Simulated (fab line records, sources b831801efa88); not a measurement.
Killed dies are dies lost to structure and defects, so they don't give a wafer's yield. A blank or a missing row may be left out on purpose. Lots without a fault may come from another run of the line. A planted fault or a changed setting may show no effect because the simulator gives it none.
fab line records | flow sky130
record lots=6 wafers=18 last_day=51
route steps=708 shown LOCAL_INTERCONNECT@394 CONTACT@406 PAD_OPEN@708
lots that met no fault: from a run of the same line without faults
start_h: hours from the record's first day to the start of the lot's first wafer shown | wait_h: hours since the lot's step before | " the same as in the row above | L1.1+2: a row that stands for several wafers | - no value, or no start given | * or withheld: withheld | < > ~ a bound
route shown NAME@n: a module of which the file shows steps, and the number in the route of the first | usual: mean/standard deviation of fault-free wafers | same: alike in all rows | chamber/n: place in a boat | sites: the reading at each site | _std_site: their standard deviation | _edge_site: outer sites' mean less inner sites' | radius_mm: how far each site lies from the wafer's centre | mask NAME#n: copy n | behind: the tool/chamber that last shaped the wafer | hold: why the lot was held/for how many hours/how that ended | device: the transistor (n, p or np) that didn't switch | end of line: the same wafers' tests at the end of the route | a step without rows: its recipe alone | killed: dies lost to structure and defects at the first sort, not the wafer's yield | map: a wafer's dies, x killed, . not, _ none there
set.NAME: the setting as run; set.NAME@STEP: as run at that earlier step | model.NAME: the simulator's own value behind a step, which no gauge read
lots at some steps of the route; a table a step, a row a wafer
services: from which hour (start_h, from the record's first day; less than 0 if before it) a tool's chamber was out of use, for how many hours, and why
## steps
# step SKY_LOCAL_INTERCONNECT_SOFTBAKE_07
# recipe temp_c=99.49 time_s=90 resist=KrF-thick
# step SKY_LOCAL_INTERCONNECT_EXPOSE_08
# recipe mask_id=LI1M na=0.8 source_shape=annular sigma_inner=0.55 sigma_outer=0.85 target_cd_nm=170 dose_mj=28
# step SKY_LOCAL_INTERCONNECT_PEB_09
# recipe peb_temp_c=withheld peb_time_s=withheld resist=KrF-thick
# step SKY_LOCAL_INTERCONNECT_DEVELOP_10
# recipe develop_time_s=60 resist=KrF-thick dev_temp_c=21
# step SKY_LOCAL_INTERCONNECT_CD_MEAS_11
# recipe target_cd_nm=170
# usual cd_nm=169.7/1.6
# columns lot.wafer tool chamber start_h wait_h cd_nm
L687.1 cd_sem-01 - 751.31 - 169.7
L687.4 " - " " 168.7
L687.5 " - " " 168.3
L692.1 cd_sem-01 - 791.86 - 170.7
L692.2 " - " " 171.5
L692.5 " - " " 169.9
L693.3 cd_sem-01 - 793.98 - 168.8
L693.4 " - " " 169.4
L693.6 " - " " 172.6
L702.1 cd_sem-01 - 868.46 - 170.6
L702.2 " - " " 169.4
L702.4 " - " " 170.9
L706.2 cd_sem-01 - 892.48 - 173.0
L706.4 " - " " 171.7
L706.6 " - " " 170.5
L707.1 cd_sem-02 - 901.56 - 168.1
L707.3 " - " " 169.7
L707.5 " - " " 169.5
# step SKY_LOCAL_INTERCONNECT_OVL_MEAS_12
# usual LOCAL_INTERCONNECT_OVL=2/5.7
# columns lot.wafer tool chamber start_h wait_h LOCAL_INTERCONNECT_OVL[nm]
L687.1 overlay-01 - 751.43 0.1 3
L687.4 " - " " 1
L687.5 " - " " 1
L692.1 overlay-01 - 791.98 0.1 2
L692.2 " - " " 5
L692.5 " - " " 6
L693.3 overlay-01 - 794.07 0.1 3
L693.4 " - " " -4
L693.6 " - " " -5
L702.1 overlay-01 - 868.58 0.1 4
L702.2 " - " " 3
L702.4 " - " " 6
L706.2 overlay-01 - 892.59 0.1 9
L706.4 " - " " 2
L706.6 " - " " 2
L707.1 overlay-01 - 901.68 0.1 -7
L707.3 " - " " -3
L707.5 " - " " -4
# step SKY_LOCAL_INTERCONNECT_ETCH_13
# recipe chemistry=N2/H2 target=BARC ion_energy_ev=200 bias_w=100 pressure_mtorr=30 n2_flow_sccm=100 h2_flow_sccm=200 icp_w=500 stop_on=SiO2 time_s=45.9 target_depth_a=600
# usual drypump_motor_current_A=5.4/0.42 oes_product_au=0.854/0.0049 throttle_valve_pct=13.225/0.0096
# columns lot.wafer tool chamber start_h wait_h drypump_motor_current_A oes_product_au rf_hours_counter_h throttle_valve_pct
L687.1 rie_metal-02 0 751.46 0.0 5.9 0.850 12 13.225
L687.4 " 0 " " 5.9 0.846 - 13.219
L687.5 " 0 " " 5.9 0.850 - 13.223
L692.1 rie_metal-03 1 792.01 0.0 6.1 0.866 1 13.240
L692.2 " 0 " " 5.1 0.858 9 13.221
L692.5 " 1 " " 6.1 0.854 - 13.217
L693.3 rie_metal-02 0 794.11 0.0 5.9 0.859 - 13.240
L693.4 " 1 " " 5.0 0.856 - 13.220
L693.6 " 0 " " 5.9 0.857 - 13.216
L702.1 rie_metal-01 1 868.61 0.0 5.0 0.856 12 13.247
L702.2 " 0 " " 5.7 0.848 9 13.217
L702.4 " 1 " " 5.0 0.850 - 13.225
L706.2 rie_metal-03 1 892.62 0.0 6.1 0.857 5 13.215
L706.4 " 0 " " 5.1 0.858 - 13.238
L706.6 " 1 " " 6.1 0.857 - 13.215
L707.1 rie_metal-02 1 901.72 0.0 5.1 0.860 16 13.232
L707.3 " 1 " " 5.0 0.854 - 13.219
L707.5 " 1 " " 5.0 0.860 - 13.225
# step SKY_LOCAL_INTERCONNECT_METAL_ETCH_14
# recipe target_depth_nm=110 stop_on=PSG chemistry=Cl2/BCl3 target=TiN resist_sidewall_deg=88 pressure_mtorr=10 icp_w=900 bias_w=48.5 Cl2_flow_sccm=60 bcl3_flow_sccm=30 time_s=31.4
# usual drypump_motor_current_A=5.4/0.42 oes_product_au=0.936/0.0085 throttle_valve_pct=21.903/0.0094
# columns lot.wafer tool chamber start_h wait_h drypump_motor_current_A oes_product_au rf_hours_counter_h throttle_valve_pct
L687.1 rie_metal-02 0 751.53 0.0 5.9 0.922 12 21.900
L687.4 " 0 " " 6.0 0.937 - 21.904
L687.5 " 0 " " 5.9 0.931 - 21.915
L692.1 rie_metal-03 1 792.08 0.0 6.1 0.939 1 21.891
L692.2 " 0 " " 5.1 0.937 10 21.905
L692.5 " 1 " " 6.1 0.943 - 21.903
L693.3 rie_metal-02 0 794.17 0.0 5.9 0.939 - 21.899
L693.4 " 1 " " 5.1 0.946 - 21.905
L693.6 " 0 " " 5.9 0.940 - 21.895
L702.1 rie_metal-01 1 868.68 0.0 5.0 0.949 12 21.898
L702.2 " 0 " " 5.6 0.940 9 21.896
L702.4 " 1 " " 5.0 0.938 - 21.904
L706.2 rie_metal-03 1 892.68 0.0 6.1 0.930 5 21.903
L706.4 " 0 " " 5.1 0.939 - 21.901
L706.6 " 1 " " 6.1 0.938 - 21.910
L707.1 rie_metal-02 1 901.84 0.1 5.0 0.954 16 21.896
L707.3 " 1 " " 5.0 0.943 - 21.903
L707.5 " 1 " " 5.1 0.940 - 21.892
# step SKY_LOCAL_INTERCONNECT_STRIP_15
# recipe chemistry=O2/N2 power_w=1400 pressure_mtorr=1500 platen_temp_c=withheld o2_flow_sccm=3000 n2_flow_sccm=300 overash_fraction=0.5
# step SKY_LOCAL_INTERCONNECT_STRIP_16
# recipe chemistry=post_etch_residue_remover time_s=1200 temp_c=72.5
# step SKY_LOCAL_INTERCONNECT_CLEAN_17
# recipe chemistry=IPA time_s=180 temp_c=25
# step SKY_LOCAL_INTERCONNECT_CLEAN_18
# recipe chemistry=O3/DIW dry=n2_spin
# step SKY_CONTACT_CVD_00
# recipe material=Si3N4 target_thk_nm=75 temp_c=400 time_s=withheld rf_w=450
# usual heater_power_w=776/110
# columns lot.wafer tool chamber start_h wait_h heater_power_w model.Si3N4_of_CONTACT_CVD_00.thk_nm
L687.1 pecvd-03 2 752.18 0.0 787 74.02
L687.4 " 2 " " 781 75.87
L687.5 " 0 " " 826 74.46
L692.1 pecvd-03 2 792.72 0.0 727 73.96
L692.2 " 0 " " 1008 93.43
L692.5 " 2 " " 752 75.53
L693.3 pecvd-03 0 795.16 0.0 928 95.39
L693.4 " 2 " " 802 74.79
L693.6 " 2 " " 811 75.7
L702.1 pecvd-02 1 869.32 0.0 765 74.36
L702.2 " 2 " " 822 74.76
L702.4 " 1 " " 755 75.45
L706.2 pecvd-01 2 893.32 0.0 604 74.43
L706.4 " 2 " " 610 76.07
L706.6 " 0 " " 776 76.31
L707.1 pecvd-02 1 902.54 0.0 872 74.46
L707.3 " 0 " " 696 74.28
L707.5 " 0 " " 718 74.56
# step SKY_CONTACT_THK_MEAS_01
# recipe reads=Si3N4_of_CONTACT_CVD_00
# usual CONTACT_CVD_00_THK=74.9/0.9
# columns lot.wafer tool chamber start_h wait_h CONTACT_CVD_00_THK[nm]
L687.1 film_metro-02 - 752.21 - 74.0
L687.4 " - " " 75.9
L687.5 " - " " 74.5
L692.1 film_metro-04 - 792.77 - 73.9
L692.2 " - " " 93.4
L692.5 " - " " 75.5
L693.3 film_metro-04 - 795.21 - 95.5
L693.4 " - " " 74.8
L693.6 " - " " 75.7
L702.1 film_metro-04 - 869.35 - 74.4
L702.2 " - " " 74.8
L702.4 " - " " 75.4
L706.2 film_metro-02 - 893.36 - 74.4
L706.4 " - " " 76.1
L706.6 " - " " 76.3
L707.1 film_metro-01 - 902.57 - 74.5
L707.3 " - " " 74.3
L707.5 " - " " 74.5
# step SKY_CONTACT_HDPCVD_02
# recipe material=SiO2 target_thk_nm=565 sigma_open_frac=0.3 time_s=94.2 temp_c=600 sih4_flow_sccm=60 pressure_mtorr=6
# step SKY_CONTACT_THK_MEAS_03
# recipe reads=SiO2_of_CONTACT_HDPCVD_02
# usual CONTACT_HDPCVD_THK=563/6.4
# columns lot.wafer tool chamber start_h wait_h CONTACT_HDPCVD_THK[nm]
L687.1 film_metro-04 - 752.34 0.0 563
L687.4 " - " " 562
L687.5 " - " " 564
L692.1 film_metro-02 - 792.90 0.0 560
L692.2 " - " " 560
L692.5 " - " " 563
L693.3 film_metro-04 - 795.34 0.1 564
L693.4 " - " " 563
L693.6 " - " " 563
L702.1 film_metro-02 - 869.48 0.0 553
L702.2 " - " " 565
L702.4 " - " " 565
L706.2 film_metro-01 - 893.49 0.0 565
L706.4 " - " " 566
L706.6 " - " " 562
L707.1 film_metro-04 - 902.70 0.0 563
L707.3 " - " " 556
L707.5 " - " " 559
# step SKY_CONTACT_CMP_04
# recipe material=SiO2 down_force_psi=4 platen_rpm=60 pad_velocity_m_s=0.94248
# usual motor_current_A=12.0/1
# columns lot.wafer tool chamber start_h wait_h motor_current_A
L687.1 cmp-02 1 752.50 0.1 11.6
L687.4 " 2 " " 10.9
L687.5 " 3 " " 12.3
L692.2 cmp-02 3 792.96 0.0 11.6
L692.1 " 0 " " 12.6
L692.5 " 0 " " 13.5
L693.4 cmp-02 0 795.38 0.0 13.4
L693.3 " 3 " " 12.5
L693.6 " 1 " " 12.0
L702.1 cmp-02 0 869.54 0.1 12.7
L702.4 " 1 " " 12.0
L702.2 " 2 " " 10.8
L706.2 cmp-01 3 893.54 0.0 11.7
L706.4 " 0 " " 11.3
L706.6 " 3 " " 11.0
L707.3 cmp-01 0 902.81 0.1 11.5
L707.1 " 1 " " 10.9
L707.5 " 3 " " 12.1
# step SKY_CONTACT_BOW_MEAS_05
# recipe mode=bow
# usual CONTACT_BOW=82/7.1
# columns lot.wafer tool chamber start_h wait_h CONTACT_BOW[um]
L687.1 film_metro-02 - 752.70 0.1 82
L687.4 " - " " 71
L687.5 " - " " 86
L692.1 film_metro-01 - 793.26 0.2 78
L692.2 " - " " 84
L692.5 " - " " 82
L693.3 film_metro-02 - 795.72 0.1 70
L693.4 " - " " 75
L693.6 " - " " 89
L702.1 film_metro-02 - 869.84 0.2 80
L702.2 " - " " 78
L702.4 " - " " 83
L706.2 film_metro-02 - 893.86 0.3 88
L706.4 " - " " 84
L706.6 " - " " 87
L707.1 film_metro-04 - 903.06 0.1 93
L707.3 " - " " 91
L707.5 " - " " 76
# step SKY_CONTACT_DEHYDRATE_06
# recipe temp_c=200 time_s=60
# step SKY_CONTACT_HMDS_07
# recipe prime_time_s=60 prime_temp_c=120
# step SKY_CONTACT_COAT_08
# recipe resist=BARC temp_c=withheld time_s=withheld spin_rpm=3000 resist_thk_nm=60
# step SKY_CONTACT_COAT_09
# recipe resist=KrF-thick spin_rpm=3000 resist_thk_nm=450
# step SKY_CONTACT_SOFTBAKE_10
# recipe temp_c=100 time_s=90 resist=KrF-thick
# step SKY_CONTACT_EXPOSE_11
# recipe mask_id=CTM1 na=0.8 source_shape=annular sigma_inner=0.55 sigma_outer=0.85 target_cd_nm=170 dose_mj=38
# step SKY_CONTACT_PEB_12
# recipe peb_temp_c=withheld peb_time_s=withheld resist=KrF-thick
# step SKY_CONTACT_DEVELOP_13
# recipe develop_time_s=60 resist=KrF-thick dev_temp_c=21
# step SKY_CONTACT_CD_MEAS_14
# recipe target_cd_nm=170
# usual cd_nm=170.6/1.8
# columns lot.wafer tool chamber start_h wait_h cd_nm
L687.1 cd_sem-02 - 780.27 - 171.4
L687.4 " - " " 171.2
L687.5 " - " " 170.9
L692.1 cd_sem-02 - 820.69 - 172.1
L692.2 " - " " 172.9
L692.5 " - " " 172.7
L693.3 cd_sem-02 - 823.13 - 168.7
L693.4 " - " " 170.4
L693.6 " - " " 167.7
L702.1 cd_sem-02 - 896.96 - 168.6
L702.2 " - " " 170.5
L702.4 " - " " 170.5
L706.2 cd_sem-02 - 919.58 - 170.0
L706.4 " - " " 169.6
L706.6 " - " " 170.0
L707.1 cd_sem-02 - 927.96 - 170.5
L707.3 " - " " 168.9
L707.5 " - " " 171.3
# step SKY_CONTACT_OVL_MEAS_15
# usual CONTACT_OVL=1/5
# columns lot.wafer tool chamber start_h wait_h CONTACT_OVL[nm]
L687.1 overlay-02 - 780.39 0.1 0
L687.4 " - " " 4
L687.5 " - " " 2
L692.1 overlay-02 - 820.81 0.1 -12
L692.2 " - " " -6
L692.5 " - " " -4
L693.3 overlay-01 - 823.22 0.1 3
L693.4 " - " " 2
L693.6 " - " " 5
L702.1 overlay-01 - 897.08 0.1 2
L702.2 " - " " 0
L702.4 " - " " 1
L706.2 overlay-01 - 919.68 0.1 7
L706.4 " - " " 0
L706.6 " - " " 7
L707.1 overlay-02 - 928.08 0.1 -2
L707.3 " - " " -12
L707.5 " - " " -10
# step SKY_CONTACT_ETCH_16
# recipe chemistry=N2/H2 target=BARC ion_energy_ev=200 source_w=500 bias_w=100 pressure_mtorr=30 n2_flow_sccm=100 h2_flow_sccm=200 stop_on=SiO2 time_s=45.9 target_depth_a=600
# usual drypump_motor_current_A=5.8/0.43 oes_product_au=0.855/0.0049 throttle_valve_pct=13.225/0.008
# columns lot.wafer tool chamber start_h wait_h drypump_motor_current_A oes_product_au rf_hours_counter_h throttle_valve_pct
L687.1 rie_diel-01 0 780.42 0.0 5.7 0.856 5 13.231
L687.4 " 3 " " 5.7 0.850 18 13.237
L687.5 " 2 " " 6.7 0.860 - 13.217
L692.1 rie_diel-04 2 820.84 0.0 5.7 0.860 3 13.234
L692.2 " 0 " " 5.3 0.861 8 13.228
L692.5 " 2 " " 5.7 0.854 - 13.232
L693.3 rie_diel-01 1 823.24 0.0 5.9 0.847 17 13.224
L693.4 " 0 " " 5.7 0.859 6 13.230
L693.6 " 1 " " 5.9 0.857 - 13.231
L702.1 rie_diel-01 3 897.11 0.0 5.7 0.854 22 13.221
L702.2 " 2 " " 6.7 0.851 11 13.212
L702.4 " 0 " " 5.7 0.845 - 13.225
L706.2 rie_diel-02 3 919.71 0.0 5.3 0.863 13 13.226
L706.4 " 2 " " 5.6 0.858 11 13.220
L706.6 " 2 " " 5.6 0.861 - 13.225
L707.1 rie_diel-04 1 928.11 0.0 6.4 0.858 20 13.224
L707.3 " 2 " " 5.7 0.856 6 13.221
L707.5 " 2 " " 5.7 0.854 - 13.228
# step SKY_CONTACT_ETCH_17
# recipe target=SiO2 chemistry=C4F8/O2/Ar stop_on=Si3N4 mask_material=KrF-thick source_w=1500 bias_w=1183 pressure_mtorr=40 c4f8_flow_sccm=withheld O2_flow_sccm=6 Ar_flow_sccm=300 time_s=withheld target_depth_a=3400
# usual oes_product_au=0.892/0.0046
# columns lot.wafer tool chamber start_h wait_h oes_product_au
L687.1 rie_diel-01 0 780.47 0.0 0.890
L687.4 " 3 " " 0.880
L687.5 " 2 " " 0.894
L692.1 rie_diel-04 2 820.89 0.0 0.895
L692.2 " 0 " " 0.901
L692.5 " 2 " " 0.882
L693.3 rie_diel-01 1 823.29 0.0 0.889
L693.4 " 0 " " 0.890
L693.6 " 1 " " 0.898
L702.1 rie_diel-01 3 897.16 0.0 0.897
L702.2 " 2 " " 0.893
L702.4 " 0 " " 0.893
L706.2 rie_diel-02 3 919.76 0.0 0.894
L706.4 " 2 " " 0.889
L706.6 " 2 " " 0.894
L707.1 rie_diel-04 1 928.16 0.0 0.889
L707.3 " 2 " " 0.888
L707.5 " 2 " " 0.896
# step SKY_CONTACT_ETCH_18
# recipe target=Si3N4 chemistry=CHF3/O2 stop_on=TiN source_w=600 bias_w=200 pressure_mtorr=40 chf3_flow_sccm=50 O2_flow_sccm=5 time_s=39 target_depth_a=750
# usual drypump_motor_current_A=5.8/0.43 oes_product_au=0.853/0.0068 throttle_valve_pct=8.792/0.0099
# columns lot.wafer tool chamber start_h wait_h drypump_motor_current_A oes_product_au rf_hours_counter_h throttle_valve_pct model.etch.depth_nm
L687.1 rie_diel-01 0 - - 5.7 0.841 5 8.795 74.02
L687.4 " 3 " " 5.7 0.852 18 8.796 75.87
L687.5 " 2 " " 6.7 0.846 - 8.797 74.46
L692.1 rie_diel-04 2 - - 5.7 0.845 3 8.796 73.96
L692.2 " 0 " " 5.3 0.974 8 8.835 93.43
L692.5 " 2 " " 5.7 0.864 - 8.781 75.53
L693.3 rie_diel-01 1 - - 5.9 0.982 17 8.842 95.39
L693.4 " 0 " " 5.7 0.858 6 8.778 74.79
L693.6 " 1 " " 5.9 0.857 - 8.796 75.7
L702.1 rie_diel-01 3 - - 5.7 0.848 22 8.814 74.36
L702.2 " 2 " " 6.7 0.861 11 8.801 74.76
L702.4 " 0 " " 5.7 0.859 - 8.798 75.45
L706.2 rie_diel-02 3 - - 5.4 0.853 13 8.768 74.43
L706.4 " 2 " " 5.6 0.867 11 8.793 76.07
L706.6 " 2 " " 5.6 0.857 - 8.789 76.31
L707.1 rie_diel-04 1 - - 6.3 0.847 20 8.787 74.46
L707.3 " 2 " " 5.6 0.851 6 8.782 74.28
L707.5 " 2 " " 5.6 0.852 - 8.799 74.56
# step SKY_CONTACT_STRIP_19
# recipe chemistry=O2/N2 power_w=1400 pressure_mtorr=1500 platen_temp_c=withheld o2_flow_sccm=3000 n2_flow_sccm=300 overash_fraction=0.5
# step SKY_PAD_OPEN_PROBE_99
# usual killed_at_M0_to_M3=43/7.3 killed_at_M4_up=3.2/1.9 killed_at_contacts=24/5.5 killed_at_front_end=15/4.7 killed_at_other=0.5/0.75 killed_dies=85/9.5 killed_open=46/7 killed_short=38/7.4
# same gross_dies=492 killed_at_back_side=0
# columns lot.wafer tool chamber start_h wait_h killed_at_M0_to_M3 killed_at_M4_up killed_at_contacts killed_at_front_end killed_at_other killed_dies killed_open killed_short model.etest.mcon_chain.rc_ohm
L687.1 prober-02 - 1117.13 0.1 33 3 28 26 0 90 38 52 16.86
L687.4 prober-02 - 1117.28 0.2 44 3 19 24 1 91 50 41 17.24
L687.5 prober-02 - 1117.33 0.2 49 4 25 14 1 93 55 38 16.69
L692.1 prober-01 - 1150.04 0.1 48 2 23 18 0 91 51 39 16.39
L692.2 prober-01 - 1150.09 0.1 32 2 52 23 1 110 35 42 18.17
L692.5 prober-01 - 1150.24 0.2 34 1 21 14 0 70 46 24 15.96
L693.3 prober-02 - 1152.53 0.2 54 4 54 22 2 136 50 49 19.7
L693.4 prober-02 - 1152.58 0.2 37 4 21 16 1 79 53 24 16.45
L693.6 prober-02 - 1152.68 0.2 31 5 25 7 0 68 37 31 16.61
L702.1 prober-02 - 1198.88 0.1 42 3 33 16 2 96 50 44 17.45
L702.2 prober-02 - 1198.93 0.1 30 2 38 13 0 83 47 35 16.17
L702.4 prober-02 - 1199.03 0.2 33 4 24 19 1 81 40 40 16.82
L706.2 prober-02 - 1213.39 0.1 31 6 18 15 1 71 35 36 17.94
L706.4 prober-02 - 1213.49 0.2 45 4 25 13 0 87 51 36 16.06
L706.6 prober-02 - 1213.59 0.2 37 4 24 18 0 83 46 36 16.8
L707.1 prober-02 - 1217.88 0.1 40 0 33 11 1 85 54 31 16.4
L707.3 prober-02 - 1217.98 0.2 45 2 18 10 1 76 40 35 16.11
L707.5 prober-02 - 1218.08 0.2 42 2 25 17 0 86 43 43 16.87
# killed by level:class
L687.1 CONTACT:geometric_particle:open=12 POLY_GATE:geometric_particle:short=10 FIELD_ISO:geometric_particle:short=7 VIA3:geometric_particle:short=6 VIA1:geometric_particle:open=6 LI_CONTACT:geometric_particle:open=5 FIELD_ISO:geometric_particle:open=4 LOCAL_INTERCONNECT:geometric_particle:short=4
L687.4 FIELD_ISO:geometric_particle:short=10 LI_CONTACT:geometric_particle:open=10 VIA1:geometric_particle:open=10 VIA2:geometric_particle:open=6 CONTACT:geometric_particle:open=6 METAL1:geometric_particle:short=6 FIELD_ISO:geometric_particle:open=5 POLY_GATE:geometric_particle:open=5
L687.5 VIA1:geometric_particle:open=10 VIA3:geometric_particle:open=10 CONTACT:geometric_particle:open=8 POLY_GATE:geometric_particle:open=6 LI_CONTACT:geometric_particle:open=5 CONTACT:geometric_particle:short=5 METAL1:geometric_particle:short=5 VIA1:geometric_particle:short=5
L692.1 VIA1:geometric_particle:open=12 LI_CONTACT:geometric_particle:open=8 METAL1:geometric_particle:short=7 VIA2:geometric_particle:open=7 CONTACT:geometric_particle:open=6 VIA2:geometric_particle:short=6 FIELD_ISO:geometric_particle:open=5 VIA3:geometric_particle:open=5
L692.2 CONTACT:area_etch=31 POLY_GATE:geometric_particle:short=9 CONTACT:geometric_particle:open=9 LI_CONTACT:geometric_particle:open=7 VIA3:geometric_particle:short=6 FIELD_ISO:geometric_particle:short=5 VIA1:geometric_particle:open=5 VIA2:geometric_particle:open=5
L692.5 FIELD_ISO:geometric_particle:open=9 VIA1:geometric_particle:open=9 CONTACT:geometric_particle:open=7 LI_CONTACT:geometric_particle:open=7 VIA3:geometric_particle:open=6 VIA1:geometric_particle:short=5 METAL1:geometric_particle:short=4 VIA2:geometric_particle:open=4
L693.3 CONTACT:area_etch=34 CONTACT:geometric_particle:open=12 VIA1:geometric_particle:open=11 VIA1:geometric_particle:short=10 VIA3:geometric_particle:open=7 VIA2:geometric_particle:open=7 FIELD_ISO:geometric_particle:short=6 VIA3:geometric_particle:short=6
L693.4 CONTACT:geometric_particle:open=13 VIA1:geometric_particle:open=9 LI_CONTACT:geometric_particle:open=6 VIA3:geometric_particle:open=5 FIELD_ISO:geometric_particle:open=4 POLY_GATE:geometric_particle:open=4 VIA1:geometric_particle:short=4 METAL2:geometric_particle:short=4
L693.6 CONTACT:geometric_particle:open=11 VIA1:geometric_particle:open=8 LI_CONTACT:geometric_particle:open=7 METAL1:geometric_particle:short=5 VIA2:geometric_particle:open=5 METAL2:geometric_particle:short=5 CONTACT:geometric_particle:short=4 METAL4:geometric_particle:short=4
L702.1 VIA1:geometric_particle:open=11 LOCAL_INTERCONNECT:geometric_particle:short=9 CONTACT:geometric_particle:open=8 VIA2:geometric_particle:open=7 CONTACT:geometric_particle:short=7 METAL1:geometric_particle:short=7 LI_CONTACT:geometric_particle:open=6 VIA3:geometric_particle:open=6
L702.2 CONTACT:geometric_particle:open=15 LI_CONTACT:geometric_particle:open=9 VIA2:geometric_particle:open=8 VIA3:geometric_particle:open=6 POLY_GATE:geometric_particle:short=5 LI_CONTACT:geometric_particle:short=5 LOCAL_INTERCONNECT:geometric_particle:short=5 CONTACT:geometric_particle:short=4
L702.4 CONTACT:geometric_particle:open=9 FIELD_ISO:geometric_particle:open=8 LOCAL_INTERCONNECT:geometric_particle:short=8 VIA1:geometric_particle:open=8 FIELD_ISO:geometric_particle:short=5 METAL2:geometric_particle:short=5 METAL1:geometric_particle:short=4 VIA3:geometric_particle:open=4
L706.2 LI_CONTACT:geometric_particle:open=7 VIA1:geometric_particle:short=6 CONTACT:geometric_particle:open=5 METAL4:geometric_particle:short=5 METAL2:geometric_particle:short=5 FIELD_ISO:geometric_particle:short=4 POLY_GATE:geometric_particle:open=4 VIA2:geometric_particle:open=4
L706.4 VIA1:geometric_particle:open=10 LI_CONTACT:geometric_particle:open=9 VIA3:geometric_particle:open=9 CONTACT:geometric_particle:open=8 METAL2:geometric_particle:short=5 METAL1:geometric_particle:short=5 POLY_GATE:geometric_particle:open=4 VIA1:geometric_particle:short=4
L706.6 CONTACT:geometric_particle:open=9 VIA1:geometric_particle:open=8 VIA2:geometric_particle:open=8 LI_CONTACT:geometric_particle:open=6 VIA1:geometric_particle:short=6 METAL1:geometric_particle:short=5 FIELD_ISO:geometric_particle:open=4 CONTACT:geometric_particle:short=4
L707.1 CONTACT:geometric_particle:open=12 VIA1:geometric_particle:open=11 CONTACT:geometric_particle:short=10 VIA2:geometric_particle:open=9 VIA3:geometric_particle:open=7 LI_CONTACT:geometric_particle:open=6 LOCAL_INTERCONNECT:geometric_particle:short=4 FIELD_ISO:geometric_particle:short=3
L707.3 CONTACT:geometric_particle:open=9 VIA2:geometric_particle:open=7 VIA3:geometric_particle:open=6 VIA1:geometric_particle:open=5 METAL1:geometric_particle:short=5 VIA1:geometric_particle:short=5 FIELD_ISO:geometric_particle:open=4 METAL2:geometric_particle:short=4
L707.5 FIELD_ISO:geometric_particle:short=8 VIA1:geometric_particle:open=8 CONTACT:geometric_particle:open=7 VIA3:geometric_particle:open=7 METAL1:geometric_particle:short=7 CONTACT:geometric_particle:short=6 LI_CONTACT:geometric_particle:open=5 METAL2:geometric_particle:short=5
# map L692.2 (x killed, . not)
__________x.....xx.._________
________....xx..xxx.x._______
______x.xx..xxxx......xx_____
_____...........x..x.....____
____..........x.........xx___
___........x......x........__
__.x............x....x....x._
_..x..............xx......xx.
_....x................x....x.
_..x..x.....x....x..x.x......
_..x..x.x....x.............x.
_x......x...........xx...x..x
_....x.x.........x.....xxx.xx
_x.x......x........x.x...xx..
_xxx..x.x...x...x............
__x.......x...............x._
___....xx..........x.x.x.xx__
____xx..x........x..x...x.___
_____.......x..x....x.xx.____
______.xx....x.x.x..x.x._____
________x..x........xx_______
__________..x.....x._________
# map L693.3 (x killed, . not)
__________...xx...x._________
________x......xx.x..x_______
______........x.x..xx..._____
_____..x..x...x..........____
____.x.x..xx.x.....x....x.___
___xx.xx...x.xx...x.x.....x__
__.....xx..x....x.xx.x......_
_.x.x...x..xx.x....x..x......
_..x......x..x..x....xx......
_x.......x.x.xx.....xxx.xx..x
_..x....x.x...x.xx.x.....xxxx
_xx.........x..........x...x.
_......x.x....x........xxxxxx
_x..x.x.x....x.........x.....
_...xx.x..x........x.x..x.x..
__..............x......x...._
___.....xxx.x......x....xxx__
____.x.......x.x.....xx..x___
_____.....x.x.....x.x....____
______.x........xx...xx._____
________.x......x..x.._______
__________.xxx..x..x_________
## services
# columns tool chamber start_h hours kind
pecvd-03 - 736.21 1.1 repair
pecvd-03 - 737.32 2.8 pm
cmp-01 - 741.76 0.6 repair
cmp-02 - 744.00 4.0 pm
pecvd-02 - 755.16 1.4 repair
rie_diel-02 - 767.16 0.4 repair
rie_diel-01 - 776.49 0.3 repair
cmp-01 - 777.04 2.4 repair
cmp-02 - 782.32 0.3 repair
rie_diel-01 1 789.37 16.4 repair
rie_metal-02 - 798.20 0.2 repair
rie_diel-02 1 819.67 20.3 repair
cmp-02 - 820.89 0.3 repair
cmp-01 - 823.42 4.8 pm
rie_metal-02 - 827.17 1.4 pm
rie_metal-02 0 837.55 3.2 repair
rie_diel-04 2 852.69 8.6 repair
pecvd-03 2 853.52 5.1 repair
pecvd-02 - 855.68 6.0 pm
pecvd-02 - 871.61 2.3 repair
pecvd-03 2 884.82 5.4 repair
rie_diel-01 1 890.63 20.8 repair
rie_diel-01 - 918.59 0.7 repair
rie_diel-04 - 921.58 0.1 repair
## key
first_sign step=SKY_CONTACT_THK_MEAS_01 reading=CONTACT_CVD_00_THK direction=up sigmas=22 usual=74.9 struck=94.4
effect step=SKY_CONTACT_ETCH_18 reading=oes_product_au direction=up sigmas=18 usual=0.853 struck=0.978
effect step=SKY_PAD_OPEN_PROBE_99 reading=killed_at_contacts direction=up sigmas=5.3 usual=24 struck=53
model_effect step=SKY_CONTACT_CVD_00 value=Si3N4_of_CONTACT_CVD_00.thk_nm without=73.75 struck=94.41
model_effect step=SKY_CONTACT_ETCH_18 value=etch.depth_nm without=73.75 struck=94.41
model_effect step=SKY_PAD_OPEN_PROBE_99 value=etest.mcon_chain.rc_ohm without=16.51 struck=18.94
more_kills_born_at SKY_CONTACT_ETCH_18@rie_diel-01=34 SKY_CONTACT_ETCH_18@rie_diel-04=31
met_at SKY_CONTACT_CVD_00
struck_wafers L692.2,L693.3
tester_left_out L692,L693
onset_between 752.18 792.72
fault kind=process_parameter_drift tool=pecvd-03 chamber=0 onset_h=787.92 steps=SKY_CONTACT_CVD_00 channel=target_thk_nm offset=20.713 shape=step end_h=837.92 acts_in=these_recipes_only stated=75
# tester_left_out: of these lots the tester's yield and bins aren't shown, on N5 and GAA mostly nor the transistor test; their killed dies are dies lost to structure and defects alone, not to doping, threshold or leakage, so they don't give the yield
